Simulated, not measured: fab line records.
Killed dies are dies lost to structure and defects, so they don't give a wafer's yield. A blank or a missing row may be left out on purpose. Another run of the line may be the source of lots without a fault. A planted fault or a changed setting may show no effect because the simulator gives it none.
What tool caused it? | flow sky130 | 12 lots with 36 wafers sampled at 6 steps, on a route of 708 steps

## WHAT THE GAUGES READ, wafer by wafer
SKY_NWELL_TW_MEAS_15.
lot  | measured     | on            | NWELL_TW
L894 | day 5 06:29  | film_metro-02 | 1807 1810 1798
L895 | day 5 14:08  | film_metro-03 | 1832 1820 1837
L897 | day 5 22:14  | film_metro-03 | 1827 1832 1825
L898 | day 6 02:57  | film_metro-02 | 1812 1821 1821
L901 | day 6 19:29  | film_metro-03 | 1820 1809 1821
L902 | day 7 02:18  | film_metro-01 | 1761 1766 1751
L904 | day 7 10:26  | film_metro-02 | 1771 1771 1768
L906 | day 7 22:56  | film_metro-03 | 1768 1761 1772
L907 | day 8 05:00  | film_metro-01 | 1836 1829 1821
L910 | day 9 01:22  | film_metro-02 | 1840 1818 1827
L912 | day 9 14:54  | film_metro-03 | 1829 1821 1829
L915 | day 10 14:21 | film_metro-01 | 1820 1828 1825

SKY_NWELL_RS_MEAS_29: measurement is done with a four-point probe.
lot  | measured     | on            | NWELL_RS (ohm/sq)
L894 | day 6 01:05  | film_metro-02 | 623.2 623.9 623.2
L895 | day 6 08:31  | film_metro-02 | 622.8 624.2 622.0
L897 | day 6 16:19  | film_metro-02 | 622.4 622.6 622.9
L898 | day 6 21:37  | film_metro-02 | 624.5 625.8 624.5
L901 | day 7 15:21  | film_metro-01 | 623.0 624.6 625.7
L902 | day 7 22:31  | film_metro-02 | 669.5 668.3 668.5
L904 | day 8 06:29  | film_metro-01 | 667.6 666.0 666.9
L906 | day 8 20:18  | film_metro-01 | 666.6 666.1 666.9
L907 | day 9 03:05  | film_metro-03 | 626.3 624.5 624.2
L910 | day 9 23:26  | film_metro-02 | 623.3 624.9 625.1
L912 | day 10 12:02 | film_metro-03 | 625.0 628.1 627.1
L915 | day 11 13:26 | film_metro-03 | 624.2 621.6 622.7

SKY_SONOS_ONO_THK_MEAS_01.
lot  | measured     | on            | SONOS_ONO_OXIDATION_THK (nm)
L894 | day 12 07:04 | film_metro-04 | 2.52 2.46 2.60
L895 | day 12 20:29 | film_metro-02 | 2.59 2.60 2.62
L897 | day 13 07:59 | film_metro-04 | 2.54 2.54 2.49
L898 | day 13 13:24 | film_metro-02 | 2.59 2.56 2.54
L901 | day 14 13:50 | film_metro-04 | 2.64 2.66 2.64
L902 | day 14 23:27 | film_metro-02 | 2.61 2.61 2.62
L904 | day 15 09:07 | film_metro-04 | 2.53 2.58 2.58
L906 | day 16 04:14 | film_metro-01 | 2.68 2.68 2.76
L907 | day 16 12:56 | film_metro-02 | 2.70 2.71 2.71
L910 | day 17 14:00 | film_metro-02 | 2.63 2.65 2.62
L912 | day 18 06:58 | film_metro-01 | 2.59 2.58 2.62
L915 | day 19 18:47 | film_metro-01 | 2.60 2.57 2.50

SKY_POLY_GATE_THK_MEAS_21.
lot  | measured     | on            | POLY_GATE_OXIDATION_THK (nm)
L894 | day 17 09:25 | film_metro-04 | 4.22 4.12 4.13
L895 | day 17 23:52 | film_metro-03 | 3.86 3.92 3.87
L897 | day 18 20:29 | film_metro-03 | 4.09 4.01 4.08
L898 | day 18 20:44 | film_metro-01 | 4.03 4.10 4.04
L901 | day 20 00:06 | film_metro-03 | 4.05 4.07 3.99
L902 | day 20 15:32 | film_metro-03 | 3.86 3.91 3.91
L904 | day 20 20:25 | film_metro-04 | 3.99 3.92 3.96
L906 | day 21 17:36 | film_metro-03 | 3.91 3.95 3.99
L907 | day 22 03:29 | film_metro-01 | 3.92 4.04 3.97
L910 | day 23 05:58 | film_metro-03 | 3.90 4.00 3.99
L912 | day 23 22:57 | film_metro-03 | 3.91 3.98 3.93
L915 | day 25 09:12 | film_metro-04 | 3.92 3.86 3.90

## TOOL THAT RAN EACH LOT (tool first, then ch and the chambers of the sampled wafers, then the start)
lot  | SKY_NWELL_IMPLANT_11            | SKY_VT_ADJUST_LVTN_STRIP_09
L894 | implanter-02 ch 0, day 5 05:58  | plasma_asher-03 ch 0, day 7 14:50
L895 | implanter-01 ch 0, day 5 13:35  | plasma_asher-03 ch 0,1, day 7 23:47
L897 | implanter-01 ch 0, day 5 21:41  | plasma_asher-02 ch 0,1, day 8 07:59
L898 | implanter-02 ch 0, day 6 02:24  | plasma_asher-03 ch 0,1, day 8 13:56
L901 | implanter-01 ch 0, day 6 18:56  | plasma_asher-04 ch 0,1, day 9 11:00
L902 | implanter-02 ch 0, day 7 01:45  | plasma_asher-04 ch 0,1, day 9 18:26
L904 | implanter-02 ch 0, day 7 09:54  | plasma_asher-03 ch 0, day 10 01:59
L906 | implanter-02 ch 0, day 7 22:23  | plasma_asher-03 ch 0,1, day 10 17:02
L907 | implanter-01 ch 0, day 8 04:27  | plasma_asher-04 ch 0,1, day 10 22:41
L910 | implanter-01 ch 0, day 9 00:51  | plasma_asher-03 ch 0,1, day 11 21:29
L912 | implanter-01 ch 0, day 9 14:21  | plasma_asher-03 ch 0,1, day 12 11:59
L915 | implanter-02 ch 0, day 10 13:48 | plasma_asher-03 ch 0,1, day 13 16:11
- SKY_NWELL_IMPLANT_11
- SKY_VT_ADJUST_LVTN_STRIP_09: strips in O2/N2.

## AS READ BY THE TOOLS THEMSELVES (means over the sampled wafers that have a number; for cases with no such wafer, the mark the record gives instead)
SKY_NWELL_IMPLANT_11.
lot  | tool         | beam_energy_keV | beam_on_s (s)
L894 | implanter-02 | 399.85          | 10.09
L895 | implanter-01 | 400.03          | 9.94
L897 | implanter-01 | 400.19          | 9.95
L898 | implanter-02 | 399.90          | 9.94
L901 | implanter-01 | 400.10          | 9.78
L902 | implanter-02 | 307.69          | 10.16
L904 | implanter-02 | 307.77          | 9.91
L906 | implanter-02 | 307.92          | 10.09
L907 | implanter-01 | 400.07          | 10.11
L910 | implanter-01 | 399.99          | 10.01
L912 | implanter-01 | 400.00          | 10.02
L915 | implanter-02 | 399.93          | 9.83

SKY_VT_ADJUST_LVTN_STRIP_09.
lot  | tool            | drypump_motor_current_A (A) | oes_product_au (a.u.) | strip_time_to_endpoint_s (s)
L894 | plasma_asher-03 | 5.8                         | 0.724                 | 37.02
L895 | plasma_asher-03 | 6.3                         | 0.723                 | 36.96
L897 | plasma_asher-02 | 5.6                         | 0.722                 | 36.92
L898 | plasma_asher-03 | 6.3                         | 0.724                 | 37.11
L901 | plasma_asher-04 | 6.1                         | 0.719                 | 36.98
L902 | plasma_asher-04 | 6.2                         | 0.723                 | 36.95
L904 | plasma_asher-03 | 5.8                         | 0.725                 | 37.00
L906 | plasma_asher-03 | 6.3                         | 0.719                 | 36.85
L907 | plasma_asher-04 | 6.2                         | 0.723                 | 36.94
L910 | plasma_asher-03 | 6.0                         | 0.723                 | 36.81
L912 | plasma_asher-03 | 6.0                         | 0.724                 | 37.01
L915 | plasma_asher-03 | 6.0                         | 0.719                 | 36.84

## THE ANSWER, worked out from the rows above alone
Rule: the lots themselves supply what counts as usual. Put in order of their means at a reading, lots are off if they are a third of the lots or fewer, leave a main group of 4 or more, and stand apart from it by a gap of 3 or more times the standard deviation of the main group's means; of several such gaps the widest counts. Not used: any main group whose means are identical at the precision the tables above print for the reading. A lot without any number at a reading at which 4 lots or more have one is off too. All remaining lots with rows at the step are treated as sound. After the gauges, taken in route order, come the tools' own readings; for these a lot's mean is taken, as printed above. The first step at which some lot is off is used, and at that step the reading that is off furthest; a lot without a number counts as furthest.
Off: L902, L904, L906, at SKY_NWELL_TW_MEAS_15 (NWELL_TW). Mean 1823 and standard deviation 7.7 in the main group.
A tool fits if, at a process step before that reading, it ran every lot that is off, and no sound lot after the first of them. Not tried: the gauges at SKY_NWELL_TW_MEAS_15; whatever is off there is also off at SKY_NWELL_IMPLANT_11, on other tools, and gauge error can't account for it. No candidate that was tried fits.

## WHAT WAS PUT IN BY THE SIMULATOR
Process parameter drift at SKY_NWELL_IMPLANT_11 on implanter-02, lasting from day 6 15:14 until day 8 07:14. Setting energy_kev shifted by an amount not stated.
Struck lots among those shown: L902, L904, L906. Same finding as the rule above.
